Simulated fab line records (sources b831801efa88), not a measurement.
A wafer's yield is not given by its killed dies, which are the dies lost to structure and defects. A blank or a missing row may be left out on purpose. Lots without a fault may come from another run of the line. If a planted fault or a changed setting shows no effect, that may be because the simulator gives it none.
Comparing a struck lot with a sound one    flow sky130    17 steps out of a route of 708
Sound: wafers L902.1, L902.2, L902.6. Struck: wafer L913.5. (L913.2, L913.4 of the same lot were not struck and are left out.) The cause comes at the end.
Each step with rows lists, per side, the tool, then ch with its chambers, then its first start. Under that, the readings that differ: sound wafers    struck wafers    difference of the means    sigmas: that difference in standard deviations of wafers without a fault.
alike: a reading whose means differ by less than 2 such deviations, as well as words and numbers matching on both sides. not compared: withheld readings; readings where some wafer has no value; bounds like >300 that might hide an equal value; numbers whose values overlap and for which the record gives no deviation.
A row with sigmas, a row that says differs or no value, or rows on one side alone: a step with any of these is where the two part. Numbers that have no deviation but don't overlap get no sigmas and don't part them. A reading missing from all wafers of one side parts the sides only when that side holds two or more wafers.

SKY_VIA1_CMP_02: polishes SiO2.
  sound on cmp-01 ch 0,1, day 36 05:47; struck on cmp-01 ch 1, day 39 09:04
  alike: motor-current-A, platen-rpm, retaining-ring-pressure-frac
SKY_VIA1_BOW_MEAS_03:
  struck on film-metro-01, day 39 09:20; sound on film-metro-03, day 36 06:05
reading        sound     struck  difference  sigmas
VIA1_BOW (um)  73 68 85  91      +16         +2
then, 8 steps without rows for these wafers: SKY_VIA1_DEHYDRATE_04 (time 60 s); SKY_VIA1_HMDS_05 (prime time 60 s); SKY_VIA1_COAT_06 (resist thk 60 nm); SKY_VIA1_COAT_07 (resist thk 450 nm); SKY_VIA1_SOFTBAKE_08 (time 90 s); SKY_VIA1_EXPOSE_09 (exposes mask VIM, target cd 150 nm); SKY_VIA1_PEB_10; SKY_VIA1_DEVELOP_11 (develop time 60 s).
SKY_VIA1_CD_MEAS_12: the cd target is 150 nm.
  struck on cd-sem-01, day 40 10:26; sound on cd-sem-02, day 37 08:42
  alike: cd-nm
SKY_VIA1_OVL_MEAS_13:
  struck on overlay-02, day 40 10:32; sound on overlay-01, day 37 08:49
  alike: VIA1_OVL
SKY_VIA1_ETCH_14: etches BARC in N2/H2, stops on SiO2, time 45.9 s, target depth 60 nm.
  sound on rie-diel-02 ch 1,2,3, day 37 08:52; struck on rie-diel-02 ch 0, day 40 10:34
reading                                      sound              struck  difference  sigmas
oes-product-au (a.u.)                        0.859 0.853 0.858  0.998   +0.141      +32
run-length-s (s)                             73.6 73.9 74.6     65.6    -8.4        -23
model.KrF-thick_of_VIA1_COAT_07.thk-nm (nm)  393.3 393.2 394.2  400.1   +6.5        
  alike: chamber-pressure-mTorr, drypump-motor-current-A, throttle-valve-pct
  not compared: rf-hours-counter-h
SKY_VIA1_ETCH_15: etches SiO2 in C4F8/O2/Ar, stops on TiN, target depth 351 nm, time 54 s.
  sound on rie-diel-02 ch 1,2,3, day 37 08:54; struck on rie-diel-02 ch 0, day 40 10:37
reading                                      sound              struck  difference  sigmas
chamber-pressure-mTorr (mTorr)               40.03 40.03 40.01  39.94   -0.08       -3
oes-product-au (a.u.)                        0.983 0.979 0.987  0.970   -0.013      -2
model.KrF-thick_of_VIA1_COAT_07.thk-nm (nm)  323.9 322.2 324.1  330.8   +7.4        
  alike: run-length-s
  not compared: rf-hours-counter-h
SKY_VIA1_STRIP_16: strips in O2/N2.
  sound on plasma-asher-02 ch 0,1, day 37 08:57; struck on plasma-asher-01 ch 1, day 40 10:40
reading                       sound              struck  difference  sigmas
strip-time-to-endpoint-s (s)  4.466 4.454 4.484  4.564   +0.096      +4
  alike: chamber-pressure-mTorr, drypump-motor-current-A, oes-product-au
  not compared: rf-hours-counter-h
then, 2 steps without rows for these wafers: SKY_VIA1_STRIP_17 (strips in post etch residue remover, time 1200 s); SKY_PAD_OPEN_PROBE_99.

## WHERE THEY PART
First at SKY_VIA1_BOW_MEAS_03; last, within this record, at SKY_VIA1_STRIP_16.

WHY: whatever the simulator had introduced
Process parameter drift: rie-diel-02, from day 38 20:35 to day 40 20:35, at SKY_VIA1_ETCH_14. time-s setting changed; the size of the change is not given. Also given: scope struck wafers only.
